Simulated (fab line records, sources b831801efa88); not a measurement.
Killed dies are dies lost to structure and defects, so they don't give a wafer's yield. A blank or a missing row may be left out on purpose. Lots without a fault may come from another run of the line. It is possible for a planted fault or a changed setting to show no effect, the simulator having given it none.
Struck lot and sound lot, side by side + flow gf180mcu + 15 out of 602 route steps
Sound: the wafers L595.1, L595.5, L595.6. Wafers struck: L604.3, L604.4, L604.6. The cause comes at the end.
At each step with rows: each side's tool, then ch and its chambers, then its first start. Under that, the readings that differ: sound wafers + struck wafers + difference of the means + sigmas: that difference in standard deviations of wafers without a fault.
alike: words and numbers the same on both sides, and readings whose means are apart by under 2 such deviations; not compared: readings that were withheld, readings missing a value for some wafer, numbers with overlapping values and no deviation given by the record, and bounds like >300 which may hide the same value.
A row with sigmas, a row that says differs or no value, or rows on one side alone: a step with any of these is where the two part. Numbers that have no deviation but don't overlap get no sigmas and don't part them. A reading missing from all wafers of one side parts the sides only when that side holds two or more wafers.

GF_VT_IMPLANT_RS_MEAS_49: measurement is done with a four-point probe.
  struck on film-metro-01, day 12 21:18; sound on film-metro-04, day 10 09:34
  alike: MVPSD_RS
then, 4 steps without rows for these wafers: GF_VT_IMPLANT_WET_ETCH_50 (etches SiO2 in dHF, target depth 20 nm, time 400 s); GF_DUAL_GATE_CLEAN_00 (cleans in SC1/SC2, time 150 s); GF_DUAL_GATE_CLEAN_01 (cleans in dHF, time 20 s); GF_DUAL_GATE_OXIDATION_02 (stabilise 600 s, purge 300 s, target thk 10.887 nm).
GF_DUAL_GATE_THK_MEAS_03:
  struck on film-metro-02, day 12 23:45; sound on film-metro-04, day 10 11:19
  alike: DUAL_GATE_OXIDATION_00_THK
then, 6 steps without rows for these wafers: GF_DUAL_GATE_DEHYDRATE_04 (time 60 s); GF_DUAL_GATE_HMDS_05 (prime time 60 s); GF_DUAL_GATE_COAT_06 (resist thk 1000 nm); GF_DUAL_GATE_SOFTBAKE_07 (time 60 s); GF_DUAL_GATE_EXPOSE_08 (exposes mask Dualgate, target cd 700 nm); GF_DUAL_GATE_PEB_09.
GF_DUAL_GATE_DEVELOP_10: develop time 60 s.
  sound on litho-track-03 ch 0, day 11 05:40; struck on litho-track-02 ch 0, day 13 19:18
| reading              | sound             | struck            | difference | sigmas |
|----------------------|-------------------|-------------------|------------|--------|
| developer-temp-C (C) | 22.90 22.70 22.86 | 22.22 22.22 22.12 | -0.63      | -6     |
GF_DUAL_GATE_OVL_MEAS_11:
  struck on overlay-01, day 13 19:25; sound on overlay-01, day 11 05:49
  alike: DUAL_GATE_OVL
next, for these wafers, 1 step has no rows: GF_PASSIVATION_PROBE_99.

## WHERE THEY PART
At GF_DUAL_GATE_DEVELOP_10 and nowhere else, as far as this record goes. Later steps at which nothing parts them and some readings are alike: GF_DUAL_GATE_OVL_MEAS_11.

WHY: what the simulator had put in
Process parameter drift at GF_DUAL_GATE_DEVELOP_10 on litho-track-02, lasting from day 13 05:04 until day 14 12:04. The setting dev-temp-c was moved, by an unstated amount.
